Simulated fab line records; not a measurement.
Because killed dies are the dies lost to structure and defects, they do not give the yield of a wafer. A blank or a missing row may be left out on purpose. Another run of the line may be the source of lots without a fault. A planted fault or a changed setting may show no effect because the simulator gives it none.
A struck lot beside a sound one ; flow sky130 ; 14 out of 708 route steps
Sound: these wafers, L372.2, L372.4, L372.6. Wafers struck: L364.1, L364.2, L364.4. The cause comes at the end.
For every step that has rows: the tool of each side, followed by ch and its chambers, followed by its first start. Under that, the readings that differ: sound wafers ; struck wafers ; difference of the means ; sigmas: that difference in standard deviations of wafers without a fault.
alike: a reading whose means differ by less than 2 such deviations, as well as words and numbers matching on both sides. not compared: withheld readings; readings where some wafer has no value; bounds like >300 that might hide an equal value; numbers whose values overlap and for which the record gives no deviation.
A row with sigmas, a row that says differs or no value, or rows on one side alone: a step with any of these is where the two part. Numbers that have no deviation but don't overlap get no sigmas and don't part them. A reading that every wafer of one side lacks parts them only if that side has two wafers or more.

first, 2 steps without rows for these wafers: SKY_METAL2_CLEAN_23 (cleans in O3/DIW); SKY_VIA2_HDPCVD_00 (deposits SiO2, target thk 1180 nm, time 196.7 s).
SKY_VIA2_THK_MEAS_01:
  sound on film metro-03 at day 40 17:23; struck on film metro-02 at day 38 18:55
  alike: VIA2_HDPCVD_THK
SKY_VIA2_CMP_02: polishes SiO2.
  sound on cmp-01 ch 0,1,2, day 40 17:32; struck on cmp-01 ch 0,1,2, day 38 18:58
  alike: motor current A
SKY_VIA2_BOW_MEAS_03:
  sound on film metro-03 at day 40 17:46; struck on film metro-04 at day 38 19:16
  alike: VIA2_BOW
then, 7 steps without rows for these wafers: SKY_VIA2_DEHYDRATE_04 (time 60 s); SKY_VIA2_HMDS_05 (prime time 60 s); SKY_VIA2_COAT_06 (resist thk 60 nm); SKY_VIA2_COAT_07 (resist thk 453 nm); SKY_VIA2_SOFTBAKE_08 (time 90 s); SKY_VIA2_EXPOSE_09 (exposes mask VIM2, target cd 200 nm); SKY_VIA2_PEB_10.
SKY_VIA2_DEVELOP_11: develop time 60 s.
  sound on litho track-03 ch 0, day 41 17:00; struck on litho track-01, day 39 19:00
  no value came back on the struck wafers for chill plate temp C (C), develop time s (s); on the sound wafers chill plate temp C (C) reads 22.98 23.14 22.98
reading;sound;struck;difference;sigmas
model.KrF-thick_of_VIA2_COAT_07.thk nm (nm);436.6 437 437.3;452.8 453.9 452.6;+16.1;
SKY_VIA2_CD_MEAS_12: target cd 200 nm.
  sound on cd sem-02 at day 41 18:01; struck on cd sem-02 at day 39 19:29
reading;sound;struck;difference;sigmas
cd nm (nm);198.1 198.7 199.8;- - -;no value on the struck wafers;

## WHERE THEY PART
Last at SKY_VIA2_CD_MEAS_12 as far as this record goes, first at SKY_VIA2_DEVELOP_11.

WHY: whatever the simulator had introduced
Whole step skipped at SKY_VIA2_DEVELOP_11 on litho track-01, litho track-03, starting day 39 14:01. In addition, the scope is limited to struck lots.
